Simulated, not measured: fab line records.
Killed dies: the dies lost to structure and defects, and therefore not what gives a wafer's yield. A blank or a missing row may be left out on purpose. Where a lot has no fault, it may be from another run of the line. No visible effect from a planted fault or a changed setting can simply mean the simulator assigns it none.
Which tool is to blame? | flow gf180mcu | 6 lots with 17 wafers sampled at 2 steps, on a route of 602 steps

## WHAT THE GAUGES SHOWED, per wafer
GF_M3_RS_MEAS_05: measurement is done with a four-point probe.
lot  | measured     | on            | M3_ALCU_RS (ohm/sq)
L628 | day 21 03:27 | film-metro-01 | 0.0700 0.0693 0.0697
L630 | day 21 20:40 | film-metro-01 | 0.0692 0.0694 0.0698
L633 | day 23 03:06 | film-metro-03 | 0.0688 0.0681
L644 | day 26 13:23 | film-metro-03 | 0.0697 0.0703 0.0701
L645 | day 26 20:23 | film-metro-01 | 0.0694 0.0694 0.0693
L647 | day 27 07:55 | film-metro-04 | 0.0691 0.0697 0.0701

## EACH LOT AND THE TOOL THAT RAN IT (in order: tool; ch and the chambers of the sampled wafers; start)
lot  | GF_V2_SPUTTER_22
L628 | pvd-sputter-01, day 21 02:34
L630 | pvd-sputter-01, day 21 19:49
L633 | pvd-sputter-04, day 23 02:12
L644 | pvd-sputter-04, day 26 12:30
L645 | pvd-sputter-01, day 26 19:26
L647 | pvd-sputter-01, day 27 07:04
- GF_V2_SPUTTER_22: material TiN, target thk 10 nm, time 40 s.

## THE ANSWER, worked out from the rows above alone
Rule: the usual values come from the lots themselves. The widest of any qualifying gaps counts: lots, ordered by their means at a reading, are off when they make up no more than a third of the lots, leave a main group of 4 or more, and stand apart from it by 3 or more times the standard deviation of that group's means. Not used: any main group whose means are identical at the precision the tables above print for the reading. A lot without any number at a reading at which 4 lots or more have one is off too. The other lots that the step has rows for count as sound.
Off: L633, at GF_M3_RS_MEAS_05 (M3_ALCU_RS). Mean 0.0696 ohm/sq and standard deviation 0.00023 in the main group.
A tool fits if, at a process step before that reading, it ran every lot that is off, and no sound lot after the first of them. Those tools and the gauges at GF_M3_RS_MEAS_05 are tried in the same way. Of those tried, none fits.

## WHAT THE SIMULATOR PUT IN
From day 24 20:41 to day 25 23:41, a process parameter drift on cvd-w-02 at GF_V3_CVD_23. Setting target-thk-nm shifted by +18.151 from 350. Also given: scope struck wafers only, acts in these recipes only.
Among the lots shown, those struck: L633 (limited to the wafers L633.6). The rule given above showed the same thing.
